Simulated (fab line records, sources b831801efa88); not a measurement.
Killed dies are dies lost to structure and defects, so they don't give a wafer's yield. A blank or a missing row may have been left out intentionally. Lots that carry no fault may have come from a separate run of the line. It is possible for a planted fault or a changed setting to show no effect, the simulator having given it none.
fab line records	flow gf180mcu
record lots=11	wafers=33	lastDay=34
route steps=602 shown DNWELL@34 NWELL@53 LVPWELL@65 MVSD@77 NSD@246 V1@350
lots with no fault: from the same line, run without faults
startH: hours from the record's opening day to when the first of the lot's shown wafers began	waitH: hours from the lot's prior step to this one	" repeats the value in the row above	L1.1+2: a row that stands for several wafers	- no value, or no start given	* or withheld: withheld	< > ~ a bound
route shown NAME@n: names a module that has steps shown in the file, with the first one's number in the route	usual: mean/standard deviation taken from wafers without a fault	same: alike in all rows	chamber/n: place in a boat	sites: readings site by site	_std_site: standard deviation of those values	_edge_site: outer sites' mean less inner sites'	radiusMm: how far each site lies from the wafer's centre	mask NAME#n: copy n	behind: tool/chamber where the wafer was last shaped	hold: what put the lot on hold/how long, in hours/how the hold closed	device: the n, p or np transistor that did not switch	end of line: tests run on the same wafers once the route is complete	for a step that has no rows: nothing shown but its recipe	killed: count of dies lost to structure and defects at first sort (not the wafer's yield)	map: a wafer's dies, marking killed ones x, the rest . and places with no die _
set.NAME: the setting as run; set.NAME@STEP: as run at that earlier step	model.NAME: the simulator's own value behind a step, which no gauge read
route steps across a sampled set of lots; one table per step, one row per wafer
services: the hour from which a tool's chamber was out of use, counted from the record's first day as startH (under 0 if before that day), plus the number of hours and why
## steps
# step GF_DNWELL_COAT_02
# recipe spinRpm=1972	resistThkNm=3000
# usual spinSpeedRpm=1972.0/1.5
lot.wafer	tool	chamber	startH	waitH	spinSpeedRpm
L521.3	lithoTrack-03	0	35.75	0.1	1973.5
L521.4	"	0	"	"	1972.9
L521.5	"	0	"	"	1973.5
L522.2	lithoTrack-01	0	41.30	0.1	1971.3
L522.5	"	0	"	"	1973.7
L522.6	"	0	"	"	1971.2
L524.2	lithoTrack-04	0	59.93	0.1	1971.6
L524.3	"	0	"	"	1973.3
L524.5	"	0	"	"	1972.4
L525.1	lithoTrack-01	0	60.08	0.1	1971.9
L525.2	"	0	"	"	1973.6
L525.5	"	0	"	"	1972.8
L528.2	lithoTrack-01	0	79.45	0.1	1972.4
L528.3	"	0	"	"	1972.9
L528.5	"	0	"	"	1972.6
L533.2	lithoTrack-01	0	99.40	0.1	1972.4
L533.4	"	0	"	"	1969.5
L533.6	"	0	"	"	1971.7
L539.1	lithoTrack-03	0	130.05	0.1	1972.0
L539.2	"	0	"	"	1970.9
L539.3	"	0	"	"	1971.6
L540.2	lithoTrack-04	0	137.68	0.1	1970.6
L540.3	"	0	"	"	1972.9
L540.4	"	0	"	"	1971.0
L542.2	lithoTrack-03	0	145.92	0.1	1975.3
L542.4	"	0	"	"	1974.6
L542.5	"	0	"	"	1970.6
L543.1	lithoTrack-03	0	151.54	0.1	1972.9
L543.4	"	0	"	"	1970.5
L543.5	"	0	"	"	1973.9
L544.2	lithoTrack-04	0	157.58	0.1	1971.8
L544.3	"	0	"	"	1970.6
L544.4	"	0	"	"	1970.5
# step GF_DNWELL_STRIP_08
# recipe chemistry=O2/N2	powerW=1400	pressureMtorr=1500	platenTempC=250	o2FlowSccm=3000	n2FlowSccm=300	overashFraction=0.5
# usual drypumpMotorCurrentA=5.9/0.61	heaterPowerW=305/20	oesProductAu=0.723/0.0041	stripTimeToEndpointS=37.26/0.094
lot.wafer	tool	chamber	startH	waitH	drypumpMotorCurrentA	heaterPowerW	oesProductAu	rfHoursCounterH	stripTimeToEndpointS
L521.3	plasmaAsher-01	1	42.84	0.1	5.5	338	0.732	-	37.28
L521.4	"	0	"	"	6.0	320	0.725	-	37.28
L521.5	"	1	"	"	5.5	323	0.722	-	37.21
L522.2	plasmaAsher-03	0	47.53	0.1	6.5	313	0.733	39	37.40
L522.5	"	1	"	"	4.8	275	0.720	-	37.43
L522.6	"	0	"	"	6.5	309	0.724	-	37.43
L524.2	plasmaAsher-03	1	67.28	0.1	4.9	268	0.722	41	37.31
L524.3	"	0	"	"	6.5	309	0.715	-	37.19
L524.5	"	1	"	"	4.9	277	0.717	-	37.29
L525.1	plasmaAsher-02	0	67.31	0.1	6.5	321	0.715	40	37.26
L525.2	"	1	"	"	5.9	283	0.718	40	37.21
L525.5	"	1	"	"	5.9	291	0.726	-	37.32
L528.2	plasmaAsher-01	1	86.73	0.1	5.5	319	0.718	43	21.12
L528.3	"	0	"	"	6.0	323	0.721	-	21.16
L528.5	"	1	"	"	5.5	324	0.721	-	21.19
L533.2	plasmaAsher-02	0	106.92	0.1	6.5	325	0.717	44	21.11
L533.4	"	0	"	"	6.5	315	0.710	-	21.10
L533.6	"	1	"	"	5.9	299	0.716	-	21.18
L539.1	plasmaAsher-02	1	138.25	0.1	5.9	295	0.728	47	37.18
L539.2	"	0	"	"	6.5	326	0.717	47	37.25
L539.3	"	1	"	"	5.9	294	0.721	-	37.27
L540.2	plasmaAsher-03	0	145.92	0.1	6.5	319	0.717	49	37.16
L540.3	"	0	"	"	6.5	311	0.729	-	37.19
L540.4	"	1	"	"	4.8	273	0.715	-	37.12
L542.2	plasmaAsher-02	1	153.64	0.1	5.9	291	0.719	48	37.29
L542.4	"	1	"	"	5.9	291	0.721	-	37.32
L542.5	"	1	"	"	5.9	304	0.725	-	37.34
L543.1	plasmaAsher-02	1	159.64	0.1	5.9	290	0.725	49	37.23
L543.4	"	0	"	"	6.4	316	0.725	-	37.36
L543.5	"	1	"	"	5.9	289	0.720	-	37.33
L544.2	plasmaAsher-03	0	165.41	0.1	6.5	311	0.723	52	37.28
L544.3	"	1	"	"	4.8	275	0.723	-	37.33
L544.4	"	0	"	"	6.5	315	0.721	-	37.33
# step GF_NWELL_TW_MEAS_11
# usual NWELL_TW=1571/14
lot.wafer	tool	chamber	startH	waitH	NWELL_TW
L521.3	filmMetro-02	-	55.38	0.1	1588
L521.4	"	-	"	"	1587
L521.5	"	-	"	"	1588
L522.2	filmMetro-04	-	59.49	0.1	1570
L522.5	"	-	"	"	1570
L522.6	"	-	"	"	1569
L524.2	filmMetro-02	-	80.87	0.1	1590
L524.3	"	-	"	"	1593
L524.5	"	-	"	"	1587
L525.1	filmMetro-02	-	81.56	0.1	1581
L525.2	"	-	"	"	1583
L525.5	"	-	"	"	1588
L528.2	filmMetro-04	-	102.65	0.1	1838
L528.3	"	-	"	"	1834
L528.5	"	-	"	"	1841
L533.2	filmMetro-02	-	121.90	0.1	1850
L533.4	"	-	"	"	1868
L533.6	"	-	"	"	1849
L539.1	filmMetro-04	-	154.21	0.1	1573
L539.2	"	-	"	"	1570
L539.3	"	-	"	"	1579
L540.2	filmMetro-04	-	162.26	0.1	1569
L540.3	"	-	"	"	1566
L540.4	"	-	"	"	1575
L542.2	filmMetro-02	-	169.89	0.1	1584
L542.4	"	-	"	"	1589
L542.5	"	-	"	"	1591
L543.1	filmMetro-03	-	176.54	0.1	1558
L543.4	"	-	"	"	1541
L543.5	"	-	"	"	1550
L544.2	filmMetro-02	-	181.75	0.1	1581
L544.3	"	-	"	"	1588
L544.4	"	-	"	"	1581
# step GF_LVPWELL_TW_MEAS_11
# usual LVPWELL_TW=557/5.8
lot.wafer	tool	chamber	startH	waitH	LVPWELL_TW
L521.3	filmMetro-03	-	68.85	0.1	553
L521.4	"	-	"	"	551
L521.5	"	-	"	"	550
L522.2	filmMetro-04	-	73.36	0.1	562
L522.5	"	-	"	"	560
L522.6	"	-	"	"	562
L524.2	filmMetro-04	-	94.49	0.1	561
L524.3	"	-	"	"	559
L524.5	"	-	"	"	559
L525.1	filmMetro-02	-	95.93	0.1	563
L525.2	"	-	"	"	566
L525.5	"	-	"	"	564
L528.2	filmMetro-04	-	117.54	0.1	1364
L528.3	"	-	"	"	1362
L528.5	"	-	"	"	1361
L533.2	filmMetro-04	-	137.20	0.1	1367
L533.4	"	-	"	"	1372
L533.6	"	-	"	"	1363
L539.1	filmMetro-03	-	171.13	0.1	551
L539.2	"	-	"	"	550
L539.3	"	-	"	"	551
L540.2	filmMetro-03	-	178.89	0.1	551
L540.3	"	-	"	"	549
L540.4	"	-	"	"	545
L542.2	filmMetro-03	-	186.59	0.1	551
L542.4	"	-	"	"	550
L542.5	"	-	"	"	547
L543.1	filmMetro-03	-	194.19	0.1	551
L543.4	"	-	"	"	547
L543.5	"	-	"	"	548
L544.2	filmMetro-03	-	198.80	0.1	546
L544.3	"	-	"	"	545
L544.4	"	-	"	"	548
# step GF_MVSD_TW_MEAS_11
# usual MVSD_TW=1572/18
lot.wafer	tool	chamber	startH	waitH	MVSD_TW
L521.3	filmMetro-03	-	82.88	0.1	1551
L521.4	"	-	"	"	1549
L521.5	"	-	"	"	1561
L522.2	filmMetro-02	-	86.99	0.1	1586
L522.5	"	-	"	"	1590
L522.6	"	-	"	"	1590
L524.2	filmMetro-02	-	108.89	0.1	1582
L524.3	"	-	"	"	1581
L524.5	"	-	"	"	1592
L525.1	filmMetro-03	-	110.52	0.1	1558
L525.2	"	-	"	"	1563
L525.5	"	-	"	"	1556
L528.2	filmMetro-02	-	133.04	0.1	1850
L528.3	"	-	"	"	1840
L528.5	"	-	"	"	1855
L533.2	filmMetro-04	-	152.79	0.1	1854
L533.4	"	-	"	"	1850
L533.6	"	-	"	"	1835
L539.1	filmMetro-04	-	187.91	0.1	1588
L539.2	"	-	"	"	1585
L539.3	"	-	"	"	1583
L540.2	filmMetro-02	-	195.82	0.1	1587
L540.3	"	-	"	"	1594
L540.4	"	-	"	"	1588
L542.2	filmMetro-03	-	203.59	0.1	1550
L542.4	"	-	"	"	1537
L542.5	"	-	"	"	1552
L543.1	filmMetro-03	-	211.93	0.1	1543
L543.4	"	-	"	"	1544
L543.5	"	-	"	"	1539
L544.2	filmMetro-03	-	216.39	0.1	1546
L544.3	"	-	"	"	1549
L544.4	"	-	"	"	1552
# step GF_NSD_STRIP_11
# recipe chemistry=O2/N2	powerW=1400	pressureMtorr=1500	platenTempC=250	o2FlowSccm=3000	n2FlowSccm=300	overashFraction=0.5
# usual drypumpMotorCurrentA=5.9/0.4	heaterPowerW=317/16	oesProductAu=0.487/0.0047	stripTimeToEndpointS=22.97/0.035
lot.wafer	tool	chamber	startH	waitH	drypumpMotorCurrentA	heaterPowerW	oesProductAu	rfHoursCounterH	stripTimeToEndpointS
L521.3	plasmaAsher-01	0	296.86	0.1	5.9	321	0.476	-	22.94
L521.4	"	1	"	"	5.5	343	0.486	-	22.93
L521.5	"	0	"	"	6.0	329	0.491	-	22.97
L522.2	plasmaAsher-04	1	298.34	0.1	5.2	291	0.485	52	22.96
L522.5	"	1	"	"	5.2	306	0.495	-	22.93
L522.6	"	0	"	"	6.0	323	0.492	-	22.95
L524.2	plasmaAsher-02	1	331.79	0.1	5.9	294	0.486	67	22.93
L524.3	"	1	"	"	5.9	296	0.494	-	22.96
L524.5	"	1	"	"	5.9	295	0.483	-	22.96
L525.1	plasmaAsher-02	0	336.89	0.1	6.5	337	0.484	68	22.95
L525.2	"	1	"	"	5.9	291	0.492	68	22.97
L525.5	"	0	"	"	6.4	337	0.489	-	22.91
L528.2	plasmaAsher-04	0	369.83	0.1	6.0	323	0.488	59	22.97
L528.3	"	0	"	"	6.0	329	0.484	-	23.03
L528.5	"	0	"	"	6.0	322	0.481	-	23.01
L533.2	plasmaAsher-04	0	394.54	0.1	6.0	320	0.486	62	22.97
L533.4	"	1	"	"	5.2	292	0.488	-	22.95
L533.6	"	0	"	"	6.0	326	0.480	-	23.00
L539.1	plasmaAsher-02	1	442.13	0.1	5.9	297	0.489	80	22.99
L539.2	"	0	"	"	6.5	329	0.478	80	22.94
L539.3	"	1	"	"	5.9	297	0.483	-	22.97
L540.2	plasmaAsher-01	1	456.31	0.1	5.5	334	0.483	36	22.95
L540.3	"	0	"	"	5.9	330	0.486	-	22.96
L540.4	"	1	"	"	5.5	329	0.491	-	22.95
L542.2	plasmaAsher-04	0	473.81	0.1	6.0	322	0.487	71	22.95
L542.4	"	0	"	"	6.1	332	0.486	-	22.98
L542.5	"	0	"	"	6.0	321	0.484	-	22.96
L543.1	plasmaAsher-04	0	481.01	0.1	6.0	331	0.484	72	22.95
L543.4	"	0	"	"	6.0	325	0.476	-	22.92
L543.5	"	1	"	"	5.2	305	0.485	-	22.94
L544.2	plasmaAsher-02	0	492.23	0.1	6.4	326	0.483	86	22.98
L544.3	"	0	"	"	6.5	325	0.481	-	22.97
L544.4	"	1	"	"	5.9	293	0.491	-	22.96
# step GF_V1_OVL_MEAS_15
# usual V1_OVL=0/5.6
lot.wafer	tool	chamber	startH	waitH	V1_OVL[nm]
L521.3	overlay-01	-	408.24	0.1	3
L521.4	"	-	"	"	17
L521.5	"	-	"	"	9
L522.2	overlay-02	-	411.12	0.1	-7
L522.5	"	-	"	"	-1
L522.6	"	-	"	"	-2
L524.2	overlay-02	-	448.82	0.1	-1
L524.3	"	-	"	"	-3
L524.5	"	-	"	"	5
L525.1	overlay-01	-	453.17	0.1	-7
L525.2	"	-	"	"	-6
L525.5	"	-	"	"	-2
L528.2	overlay-01	-	491.28	0.1	7
L528.3	"	-	"	"	2
L528.5	"	-	"	"	-4
L533.2	overlay-01	-	518.81	0.1	1
L533.4	"	-	"	"	1
L533.6	"	-	"	"	0
L539.1	overlay-02	-	567.50	0.1	2
L539.2	"	-	"	"	6
L539.3	"	-	"	"	-5
L540.2	overlay-01	-	576.01	0.1	0
L540.3	"	-	"	"	12
L540.4	"	-	"	"	-5
L542.2	overlay-02	-	593.02	0.1	0
L542.4	"	-	"	"	-1
L542.5	"	-	"	"	5
L543.1	overlay-02	-	598.57	0.1	-3
L543.4	"	-	"	"	-7
L543.5	"	-	"	"	-12
L544.2	overlay-01	-	610.98	0.1	-3
L544.3	"	-	"	"	-1
L544.4	"	-	"	"	-2
# step GF_V1_THK_MEAS_25
# recipe thkMeasGauge=xrf	reads=W_of_V1_CVD_23
# usual V1_W_THK=360/5.8
lot.wafer	tool	chamber	startH	waitH	V1_W_THK[nm]
L521.3	filmMetro-01	-	409.27	0.1	358
L521.4	"	-	"	"	361
L521.5	"	-	"	"	355
L522.2	filmMetro-01	-	412.15	0.1	361
L522.5	"	-	"	"	368
L522.6	"	-	"	"	360
L524.2	filmMetro-02	-	449.85	0.1	360
L524.3	"	-	"	"	369
L524.5	"	-	"	"	374
L525.1	filmMetro-01	-	454.20	0.1	359
L525.2	"	-	"	"	367
L525.5	"	-	"	"	358
L528.2	filmMetro-01	-	492.35	0.1	368
L528.3	"	-	"	"	356
L528.5	"	-	"	"	363
L533.2	filmMetro-04	-	519.89	0.1	362
L533.4	"	-	"	"	352
L533.6	"	-	"	"	363
L539.1	filmMetro-02	-	568.54	0.1	361
L539.2	"	-	"	"	369
L539.3	"	-	"	"	362
L540.2	filmMetro-01	-	577.05	0.1	349
L540.3	"	-	"	"	358
L540.4	"	-	"	"	352
L542.2	filmMetro-02	-	594.05	0.1	361
L542.4	"	-	"	"	359
L542.5	"	-	"	"	363
L543.1	filmMetro-04	-	599.60	0.1	361
L543.4	"	-	"	"	351
L543.5	"	-	"	"	366
L544.2	filmMetro-01	-	612.03	0.1	364
L544.3	"	-	"	"	356
L544.4	"	-	"	"	352
## services
tool	chamber	startH	hours	kind
plasmaAsher-01	-	108.75	9.0	pm
plasmaAsher-01	0	108.75	9.0	ventCycle
plasmaAsher-01	1	108.75	9.0	ventCycle
plasmaAsher-01	0	117.75	-	clean
plasmaAsher-01	1	117.75	-	clean
plasmaAsher-02	-	126.89	2.7	repair
plasmaAsher-02	-	145.58	3.1	repair
plasmaAsher-03	-	171.99	2.8	pm
lithoTrack-03	-	223.89	-	consumableReplace:filter
plasmaAsher-02	-	227.53	2.4	repair
lithoTrack-01	-	262.36	-	consumableReplace:filter
plasmaAsher-03	-	269.36	3.0	repair
plasmaAsher-02	-	300.58	0.9	repair
plasmaAsher-04	-	308.91	2.8	pm
plasmaAsher-01	-	398.89	7.6	repair
plasmaAsher-01	-	419.38	0.3	repair
plasmaAsher-03	-	421.25	9.0	pm
plasmaAsher-03	0	421.25	9.0	ventCycle
plasmaAsher-03	1	421.25	9.0	ventCycle
plasmaAsher-03	0	430.25	-	clean
plasmaAsher-03	1	430.25	-	clean
plasmaAsher-03	-	435.62	23.5	repair
lithoTrack-01	-	441.52	-	consumableReplace:filter
## key
firstSign step=GF_DNWELL_STRIP_08	reading=stripTimeToEndpointS	direction=down	sigmas=99+	usual=*	struck=*
effect step=GF_NWELL_TW_MEAS_11	reading=NWELL_TW	direction=up	sigmas=19	usual=1571	struck=1847
effect step=GF_LVPWELL_TW_MEAS_11	reading=LVPWELL_TW	direction=up	sigmas=99+	usual=557	struck=1365
effect step=GF_MVSD_TW_MEAS_11	reading=MVSD_TW	direction=up	sigmas=15	usual=1572	struck=1847
metAt GF_DNWELL_COAT_02
struckLots L528,L533
testerLeftOut L528,L533
notActingAt GF_NSD_STRIP_11,GF_V1_OVL_MEAS_15,GF_V1_THK_MEAS_25
onsetBetween 60.08 79.45
fault kind=processParameterDrift	tool=lithoTrack-01	chamber=-	onsetH=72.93	steps=GF_DNWELL_COAT_02	channel=resistThkNm	offset=*	shape=step	endH=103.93	actsIn=*	stated=*
# testerLeftOut: of these lots the tester's yield and bins aren't shown, on N5 and GAA mostly nor the transistor test; their killed dies are dies lost to structure and defects alone, not to doping, threshold or leakage, so they don't give the yield
